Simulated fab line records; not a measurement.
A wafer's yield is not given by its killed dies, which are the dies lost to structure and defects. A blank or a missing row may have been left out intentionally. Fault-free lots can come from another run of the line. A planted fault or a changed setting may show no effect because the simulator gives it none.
Comparing a struck lot with a sound one	flow sky130	16 steps out of a route of 708
Sound: the wafers L896.2, L896.3, L896.5. Wafers struck: L904.1, L904.3, L904.6. Last of all comes the cause.
Each step with rows lists, per side, the tool, then ch with its chambers, then its first start. Under that, the readings that differ: sound wafers	struck wafers	difference of the means	sigmas: that difference in standard deviations of wafers without a fault.
alike: readings whose means differ by less than 2 such deviations, and words and numbers that are the same on both sides. not compared: withheld readings, readings that some wafer has no value for, bounds like >300 that may hide the same value, and numbers for which the record gives no deviation and whose values overlap.
Wherever a step has rows on one side only, a row that says differs or no value, or a row with sigmas, the two part there. Numbers that have no deviation but don't overlap get no sigmas and don't part them. A reading missing from all wafers of one side parts the sides only when that side holds two or more wafers.

first, 1 step without rows for these wafers: SKY_VT_ADJUST_LVTN_IMPLANT_19.
SKY_VT_ADJUST_LVTN_STRIP_20: strips in O2/N2.
  sound on plasma_asher-04 ch 0,1, day 8 11:44; struck on plasma_asher-02 ch 0, day 10 16:01
  alike: drypump_motor_current_A, oes_product_au, strip_time_to_endpoint_s
  not compared: rf_hours_counter_h
SKY_VT_ADJUST_LVTN_TW_MEAS_21:
  sound on film_metro-04 at day 8 11:51; struck on film_metro-01 at day 10 16:07
  alike: VT_ADJUST_LVTN_2_TW
then, 7 steps without rows for these wafers: SKY_VT_ADJUST_NCORE_DEHYDRATE_00 (time 60 s); SKY_VT_ADJUST_NCORE_HMDS_01 (prime time 60 s); SKY_VT_ADJUST_NCORE_COAT_02 (resist thk 1140 nm); SKY_VT_ADJUST_NCORE_SOFTBAKE_03 (time 60 s); SKY_VT_ADJUST_NCORE_EXPOSE_04 (exposes mask LVTN COMPLEMENT THIN, target cd 380 nm); SKY_VT_ADJUST_NCORE_PEB_05; SKY_VT_ADJUST_NCORE_DEVELOP_06 (develop time 60 s).
SKY_VT_ADJUST_NCORE_CD_MEAS_07: target cd 380 nm.
  sound on cd_sem-02 at day 9 09:13; struck on cd_sem-02 at day 11 15:27
  alike: cd_nm
SKY_VT_ADJUST_NCORE_OVL_MEAS_08:
  sound on overlay-01 at day 9 09:19; struck on overlay-02 at day 11 15:34
  alike: VT_ADJUST_NCORE_OVL
SKY_VT_ADJUST_NCORE_IMPLANT_09:
  sound on implanter-02 ch 0, day 9 09:22; struck on implanter-02 ch 0, day 11 15:37
reading	sound	struck	difference	sigmas
dose_ions_cm2	2.4021e+12 2.3985e+12 2.3976e+12	4.3406e+12 4.338e+12 4.3368e+12	+1.9391e+12	+99 or more
faraday_current_uA	14.26 13.34 13.62	24.65 24.88 24.05	+10.79	+40
SKY_VT_ADJUST_NCORE_STRIP_10: strips in O2/N2.
  sound on plasma_asher-02 ch 0,1, day 9 09:29; struck on plasma_asher-01 ch 0,1, day 11 15:46
  alike: drypump_motor_current_A, oes_product_au, strip_time_to_endpoint_s
  not compared: rf_hours_counter_h
SKY_VT_ADJUST_NCORE_TW_MEAS_11:
  sound on film_metro-01 at day 9 09:36; struck on film_metro-04 at day 11 16:05
reading	sound	struck	difference	sigmas
VT_ADJUST_NCORE_TW	222.6 221.0 221.6	258.9 259.1 259.3	+37.4	+16
  not compared: hold
-- the record jumps here: 37 days lie between the struck wafers' starts before and after (it left off in module VT_ADJUST_NCORE and takes up again in module PAD_OPEN, whose first step shown is number 708 of the route) --
SKY_PAD_OPEN_PROBE_99:
  sound on prober-02 at day 46 13:04; struck on prober-02 at day 48 09:18
reading	sound	struck	difference	sigmas
hold	- - -	await_dispo/2.5h/release await_dispo/2.5h/release await_dispo/2.5h/release	no value on the sound wafers	
killed_at_M4_up	0 1 2	7 6 2	+4	+2
  alike: killed_at_M0_to_M3, killed_at_contacts, killed_at_front_end, killed_at_other, killed_dies, killed_open, killed_short

## WHERE THEY PART
First at SKY_VT_ADJUST_NCORE_IMPLANT_09; last, within this record, at SKY_PAD_OPEN_PROBE_99.

WHY: what the simulator had put in
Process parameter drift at SKY_VT_ADJUST_NCORE_IMPLANT_09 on implanter-02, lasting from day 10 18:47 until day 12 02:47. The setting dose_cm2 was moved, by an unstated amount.
